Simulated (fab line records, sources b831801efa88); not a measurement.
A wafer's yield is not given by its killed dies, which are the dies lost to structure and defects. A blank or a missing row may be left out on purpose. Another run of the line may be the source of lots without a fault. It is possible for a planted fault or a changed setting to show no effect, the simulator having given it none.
Which tool is to blame? || flow sky130 || Sampling: 6 lots, 18 wafers, 2 of 708 route steps

== WHAT THE GAUGES READ, wafer by wafer ==
SKY_METAL5_THK_MEAS_06: measures by xrf.
{"lot": "L513", "measured": "day 43 04:22", "on": "filmMetro-02", "METAL5_ALCU_THK (nm)": "1135 1167 1165"}
{"lot": "L515", "measured": "day 43 14:00", "on": "filmMetro-02", "METAL5_ALCU_THK (nm)": "1162 1160 1151"}
{"lot": "L517", "measured": "day 44 01:51", "on": "filmMetro-01", "METAL5_ALCU_THK (nm)": "1149 1162 1151"}
{"lot": "L522", "measured": "day 45 18:23", "on": "filmMetro-04", "METAL5_ALCU_THK (nm)": "1158 1176 1146"}
{"lot": "L529", "measured": "day 47 17:38", "on": "filmMetro-04", "METAL5_ALCU_THK (nm)": "1157 1177 1155"}
{"lot": "L535", "measured": "day 48 20:15", "on": "filmMetro-04", "METAL5_ALCU_THK (nm)": "1176 1167 1164"}

== TOOL THAT RAN EACH LOT (tool first, then ch and the chambers of the sampled wafers, then the start) ==
{"lot": "L513", "SKY_FIELD_ISO_OXIDATION_01": "furnace-02 ch 0, day 1 15:10"}
{"lot": "L515", "SKY_FIELD_ISO_OXIDATION_01": "furnace-01 ch 0, day 2 01:07"}
{"lot": "L517", "SKY_FIELD_ISO_OXIDATION_01": "furnace-02 ch 0, day 2 12:26"}
{"lot": "L522", "SKY_FIELD_ISO_OXIDATION_01": "furnace-02 ch 0, day 3 12:07"}
{"lot": "L529", "SKY_FIELD_ISO_OXIDATION_01": "furnace-01 ch 0, day 5 03:18"}
{"lot": "L535", "SKY_FIELD_ISO_OXIDATION_01": "furnace-02 ch 0, day 6 05:58"}
- SKY_FIELD_ISO_OXIDATION_01: stabilise 600 s, purge 300 s, target thk 12 nm.

== THE ANSWER, worked out from the rows above alone ==
Rule: usual is defined by the lots themselves. Put in order of their means at a reading, lots are off if they are a third of the lots or fewer, leave a main group of 4 or more, and stand apart from it by a gap of 3 or more times the standard deviation of the main group's means; of several such gaps the widest counts. A main group is skipped when, at the precision printed for the reading in the tables above, its means are all equal. Also off: a lot with no number at a reading for which 4 or more lots have one. Where the step has rows for the other lots, those lots are counted as sound.
Across all readings shown, no lot is off: no conclusion can be drawn from this.

== WHAT THE SIMULATOR HAD PUT IN ==
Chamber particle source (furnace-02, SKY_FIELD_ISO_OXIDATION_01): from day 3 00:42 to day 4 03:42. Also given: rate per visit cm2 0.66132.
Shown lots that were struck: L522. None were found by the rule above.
